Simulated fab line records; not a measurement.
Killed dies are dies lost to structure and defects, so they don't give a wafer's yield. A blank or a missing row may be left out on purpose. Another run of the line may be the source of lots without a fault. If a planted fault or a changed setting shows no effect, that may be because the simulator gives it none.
Matching of chambers :: flow sky130 :: SKY_METAL3_ETCH_17 on rie diel-04 has 4 sister chambers
The step etches SiO2 in C4F8/O2/Ar, stops on TiN, time 3.9 s, target depth 15 nm. 8 wafers are shown with their chamber, then 7 later ones without.

== EACH WAFER AND ITS CHAMBER ==
wafer: L074.1
chamber: 3
oes product au (a.u.): 0.745

wafer: L083.2
chamber: 3
oes product au (a.u.): 0.750

wafer: L084.2
chamber: 1
oes product au (a.u.): 0.745

wafer: L084.4
chamber: 0
oes product au (a.u.): 0.743

wafer: L084.5
chamber: 2
oes product au (a.u.): 0.765

wafer: L084.6
chamber: 1
oes product au (a.u.): 0.761

wafer: L093.3
chamber: 2
oes product au (a.u.): 0.736

wafer: L093.4
chamber: 0
oes product au (a.u.): 0.763

== WAFERS WITH NO CHAMBER GIVEN ==
wafer: L093.5
oes product au (a.u.): 0.746

wafer: L095.2
oes product au (a.u.): 0.740

wafer: L095.3
oes product au (a.u.): 0.760

wafer: L095.4
oes product au (a.u.): 0.756

wafer: L096.2
oes product au (a.u.): 0.749

wafer: L096.3
oes product au (a.u.): 0.743

wafer: L096.4
oes product au (a.u.): 0.752

== WHICH CHAMBER EACH ONE RAN IN ==
wafer: L093.5
from the rows above: can't be placed: 3 or 2 or 0 or 1
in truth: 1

wafer: L095.2
from the rows above: can't be placed: 3 or 2 or 0 or 1
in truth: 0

wafer: L095.3
from the rows above: can't be placed: 0 or 1 or 2 or 3
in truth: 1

wafer: L095.4
from the rows above: can't be placed: 0 or 1 or 2 or 3
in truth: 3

wafer: L096.2
from the rows above: can't be placed: 2 or 3 or 0 or 1
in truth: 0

wafer: L096.3
from the rows above: can't be placed: 3 or 2 or 0 or 1
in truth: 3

wafer: L096.4
from the rows above: can't be placed: 0 or 1 or 2 or 3
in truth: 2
Correct placement for 0 of the 7. Cannot be placed on the basis of these rows: 7; the candidates contain the true chamber in 7. Placed wrongly: 0.
How it was worked out, from the rows above alone: a wafer's distance from a chamber is the root of the sum, over the readings, of the square of ((its reading less the chamber's mean) divided by the reading's scatter). The wafer belongs to the nearest chamber; if the next one is less than 2 further off, it can't be placed. The mean given for a chamber averages the wafers shown for that chamber. The scatter: take each reading less its chamber's mean, square it, sum over the shown wafers, divide by the number of wafers less the number of chambers, and take the root.
